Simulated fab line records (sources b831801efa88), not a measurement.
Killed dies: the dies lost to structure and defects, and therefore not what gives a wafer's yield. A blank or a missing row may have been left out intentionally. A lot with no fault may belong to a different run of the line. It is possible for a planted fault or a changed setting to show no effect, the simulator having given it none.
Struck lot and sound lot, side by side | flow sky130 | 15 out of 708 route steps
Sound: wafers L439.2, L439.3, L439.4. The struck wafers were L438.1, L438.3, L438.6. Last of all comes the cause.
Order at every step that has rows: each side's tool, ch and its chambers, its first start. Under that, the readings that differ: sound wafers | struck wafers | difference of the means | sigmas: that difference in standard deviations of wafers without a fault.
alike: readings whose means differ by less than 2 such deviations, and words and numbers that are the same on both sides. not compared: withheld readings, readings that some wafer has no value for, bounds like >300 that may hide the same value, and numbers for which the record gives no deviation and whose values overlap.
A row with sigmas, a row that says differs or no value, or rows on one side alone: a step with any of these is where the two part. Non-overlapping numbers with no deviation appear without sigmas and do not part them. A reading that every wafer of one side lacks parts them only if that side has two wafers or more.

first, 1 step without rows for these wafers: SKY_VT_ADJUST_LVTN_IMPLANT_19.
SKY_VT_ADJUST_LVTN_STRIP_20: strips in O2/N2.
  sound on plasma-asher-04 ch 0,1, day 11 16:52; struck on plasma-asher-04 ch 0,1, day 11 15:32
  alike: drypump-motor-current-A, oes-product-au, strip-time-to-endpoint-s
  not compared: rf-hours-counter-h
SKY_VT_ADJUST_LVTN_TW_MEAS_21:
  sound: film-metro-01 at day 11 16:58; struck: film-metro-03 at day 11 15:38
  alike: VT_ADJUST_LVTN_2_TW
then, 7 steps without rows for these wafers: SKY_VT_ADJUST_NCORE_DEHYDRATE_00 (time 60 s); SKY_VT_ADJUST_NCORE_HMDS_01 (prime time 60 s); SKY_VT_ADJUST_NCORE_COAT_02 (resist thk 1121 nm); SKY_VT_ADJUST_NCORE_SOFTBAKE_03 (time 60 s); SKY_VT_ADJUST_NCORE_EXPOSE_04 (exposes mask LVTN COMPLEMENT THIN, target cd 380 nm); SKY_VT_ADJUST_NCORE_PEB_05; SKY_VT_ADJUST_NCORE_DEVELOP_06 (develop time 60 s).
SKY_VT_ADJUST_NCORE_CD_MEAS_07: the cd target is 380 nm.
  sound: cd-sem-01 at day 12 17:09; struck: cd-sem-02 at day 12 15:17
  alike: cd-nm
SKY_VT_ADJUST_NCORE_OVL_MEAS_08:
  sound: overlay-01 at day 12 17:15; struck: overlay-01 at day 12 15:24
  alike: VT_ADJUST_NCORE_OVL
SKY_VT_ADJUST_NCORE_IMPLANT_09:
  sound on implanter-04 ch 0, day 12 17:19; struck on implanter-02 ch 0, day 12 15:26
  reading                   | sound                            | struck                          | difference  | sigmas
  beam-energy-keV           | 9.9995 9.9971 10.003             | 9.7493 9.7499 9.7479            | -0.2508     | -90
  dose-ions-cm2             | 2.4066e+12 2.4028e+12 2.4009e+12 | 2.3981e+12 2.399e+12 2.3986e+12 | -4.8667e+09 | -2
  model.implant.drp-nm (nm) | 17.11 17.11 17.11                | 16.81 16.81 16.81               | -0.30       |
  alike: beam-on-s
SKY_VT_ADJUST_NCORE_STRIP_10: strips in O2/N2.
  sound on plasma-asher-02 ch 0,1, day 12 17:26; struck on plasma-asher-02 ch 0,1, day 12 15:35
  alike: drypump-motor-current-A, oes-product-au, strip-time-to-endpoint-s
  not compared: rf-hours-counter-h
-- here the record skips 37 days between the struck wafers' starts before and after, leaving off in module VT_ADJUST_NCORE and picking up in module PAD_OPEN (first step shown: number 708 of the route) --
SKY_PAD_OPEN_PROBE_99:
  rows exist in the record for the struck wafers here (prober-02, day 49 10:40), but not for the sound ones

WHERE THEY PART
Earliest at SKY_VT_ADJUST_NCORE_IMPLANT_09; latest, in this record, at SKY_PAD_OPEN_PROBE_99.

WHY: what the simulator had put in
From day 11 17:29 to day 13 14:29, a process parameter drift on implanter-02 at SKY_VT_ADJUST_NCORE_IMPLANT_09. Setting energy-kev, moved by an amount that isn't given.
